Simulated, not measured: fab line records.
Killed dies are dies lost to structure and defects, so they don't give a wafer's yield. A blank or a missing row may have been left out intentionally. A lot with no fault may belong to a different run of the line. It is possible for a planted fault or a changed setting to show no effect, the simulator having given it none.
Problem report in the 8D (eight disciplines) form, filled by code -- flow sky130 -- the parts of the form that need people (team, actions taken, sign-off) are left out

## 1. WHAT WENT WRONG
Wafers free of any fault read 68.50 ohm/sq (standard deviation 0.11) for SD_N_RS at SKY_SD_N_RS_MEAS_16, against a mean of 69.12 ohm/sq on 6 wafers of 2 lots. Relative to the usual mean, that is a shift of +5.7 standard deviations.
The step: measures by four-point-probe.
First seen on wafer L202.1, day 34 01:41, on film_metro-04. At this step, 33 wafers from 11 lots have a number in the record. By rule, "out" or "out of limits" means more than 4 standard deviations away from the usual mean. All remaining wafers that have a number are taken as sound.

## 2. WHAT IT IS; WHAT IT IS NOT
question,is,is not
which readings at this step,SD_N_RS,-
which lots,"L202, L203","L188, L189, L192, L194, L195, L197, L200, L204, L205"
which wafers of those lots,all that have a number,-
read on which gauges,film_metro-04,film_metro-02
when,from day 34 01:41,"up to then (21 sound wafers); but 6 sound wafers of L204, L205 came after"

## 3. SUSPECTS, AND WHAT RULES EACH OUT
Counting: a tool stays on the suspect list if, at a process step up to the reading, it processed all lots that are out and no sound lot following the first of them.
- ruled out: the gauge at SKY_SD_N_RS_MEAS_16. All the wafers that are out were read on film_metro-04, but those of them that SKY_SD_N_IMPLANT_09 has rows for are out there too, on other tools.
- implanter-02 at SKY_SD_N_IMPLANT_09: kept. It processed each lot that is out, first L202 at day 34 00:59, and no sound lot thereafter; up to then, the last sound lot it processed was L195 at day 32 00:34. On those wafers its own readings are out: dose_ions_cm2.
Left after counting: implanter-02 at SKY_SD_N_IMPLANT_09.

## 4. THE CAUSE (what the simulator had put in)
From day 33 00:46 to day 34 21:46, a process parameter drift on implanter-02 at SKY_SD_N_IMPLANT_09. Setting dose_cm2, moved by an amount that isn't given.
This tool alone remained once counting was done.

## 5. THE CHAIN OF EFFECTS, in route order
Rows list readings where the struck wafers' mean (over those with a number) sits beyond 3 standard deviations from the usual. Readings are gone through only where the record gives a usual standard deviation; hours: the median, over the lots, of the time from a lot's start at the first step in this table giving one to that lot's start at this step; sigmas: the change measured in usual standard deviations.
hours,step,reading,usual,on struck wafers,change,sigmas
0,SKY_SD_N_IMPLANT_09,dose_ions_cm2,4e+15,4e+15,-3e+14,-67
0,SKY_SD_N_STRIP_11,strip_time_to_endpoint_s,22.54 s,22.27,-0.27,-7.1
1,SKY_SD_N_RS_MEAS_16,SD_N_RS,68.50 ohm/sq,69.12,+0.62,+5.7
The process steps in it:
- SKY_SD_N_IMPLANT_09
- SKY_SD_N_STRIP_11: strips in O2/N2.
At these later measuring or inspecting steps, every struck wafer for which the step has a row has a number for every such reading, and none has moved that far: SKY_LI_CONTACT_CD_MEAS_12.

## 6. WHAT WOULD HAVE CAUGHT IT SOONER
In this record the first reading out of limits at a measuring or inspecting step was taken at day 34 01:41, 25 hours after the fault began at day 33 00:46.
At SKY_SD_N_IMPLANT_09, the tool's own readings (dose_ions_cm2) were out on each struck wafer the step has a row for, so an alarm limit on them would have fired on the first such wafer.
L203, from the lots that are out (2), started SKY_SD_N_IMPLANT_09 on implanter-02 later than day 34 01:41. It would have been spared by a hold on the tool at that moment.
